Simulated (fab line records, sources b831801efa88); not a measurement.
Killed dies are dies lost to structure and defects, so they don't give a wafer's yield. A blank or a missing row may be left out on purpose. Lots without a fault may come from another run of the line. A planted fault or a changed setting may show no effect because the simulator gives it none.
One fault seen from 2 desks | flow sky130 | each desk has only its own numbers; what lay behind them comes last

THE METROLOGY DESK
What the gauges read, lot by lot, whatever tool the lot ran on: means of the sampled wafers that have a number. A lot is out of limits, marked OUT, if its mean lies more than 4 standard deviations from the usual mean; the brackets give that distance.
Columns: A = LOCAL_INTERCONNECT_TIN_RS at SKY_LOCAL_INTERCONNECT_RS_MEAS_01, usual 14.15 ohm/sq; B = cd_nm at SKY_LOCAL_INTERCONNECT_CD_MEAS_11, usual 170.4 nm; C = CONTACT_CVD_00_THK at SKY_CONTACT_THK_MEAS_01, usual 74.5 nm
lot  | first seen here | A     | B     | C
L707 | day 30 00:42    | 13.96 | 170.4 | 74.1
L710 | day 30 14:39    | 14.04 | 170.1 | 73.8
L711 | day 31 00:22    | 14.17 | 172.6 | 74.3
L713 | day 31 13:55    | 14.22 | 170.9 | 75.3
L716 | day 32 09:39    | 14.41 | 170.1 | 73.9
L719 | day 33 08:13    | 14.08 | 170.1 | 83.3 (+9.9) OUT
L721 | day 34 04:19    | 14.13 | 171.4 | 83.2 (+9.7) OUT
L722 | day 34 06:10    | 14.31 | 170.3 | 75.0
L723 | day 34 22:51    | 14.18 | 166.4 | 75.0
L724 | day 35 04:12    | 14.38 | 172.1 | 75.3
L727 | day 35 15:28    | 14.30 | 170.9 | 74.7
This desk's finding: out of limits on L719, L721; first on L719, day 34 11:33 (CONTACT_CVD_00_THK at SKY_CONTACT_THK_MEAS_01). In limits: L707, L710, L711, L713, L716, L722, L723, L724, L727.

THE TOOL OWNER'S DESK: pecvd-04
The tool's own readings at SKY_CONTACT_CVD_00 (deposits Si3N4, target thk 75 nm): means of the sampled wafers that have a number, for each lot that ran on this tool. A lot is out of limits, marked OUT, if its mean lies more than 4 standard deviations from the usual mean; the brackets give that distance.
Columns: A = heater_power_w at SKY_CONTACT_CVD_00, usual 653 W; B = susceptor_temp_C at SKY_CONTACT_CVD_00, usual 399.97 C
lot  | first seen here | A   | B
L707 | day 31 05:38    | 648 | 400.02
L710 | day 31 19:44    | 654 | 400.15
L719 | day 34 11:31    | 670 | 400.09
L721 | day 35 07:14    | 646 | 399.74
This desk's finding: nothing out of limits on any of the 4 lots.

PUT TOGETHER
The metrology desk could have raised an alarm at day 34 11:33, on L719, L721.
The tool owner's desk saw nothing out of limits.
The tool owner's desk has L719, L721 on record, within its limits.
Of the lots named, all ran SKY_CONTACT_CVD_00 on pecvd-04.

WHAT THE SIMULATOR HAD PUT IN
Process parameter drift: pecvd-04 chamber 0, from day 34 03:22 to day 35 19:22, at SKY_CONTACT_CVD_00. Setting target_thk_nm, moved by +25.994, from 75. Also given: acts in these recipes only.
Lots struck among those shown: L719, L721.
Hours from the fault's start to each desk's first reading out of limits: the metrology desk, 8.
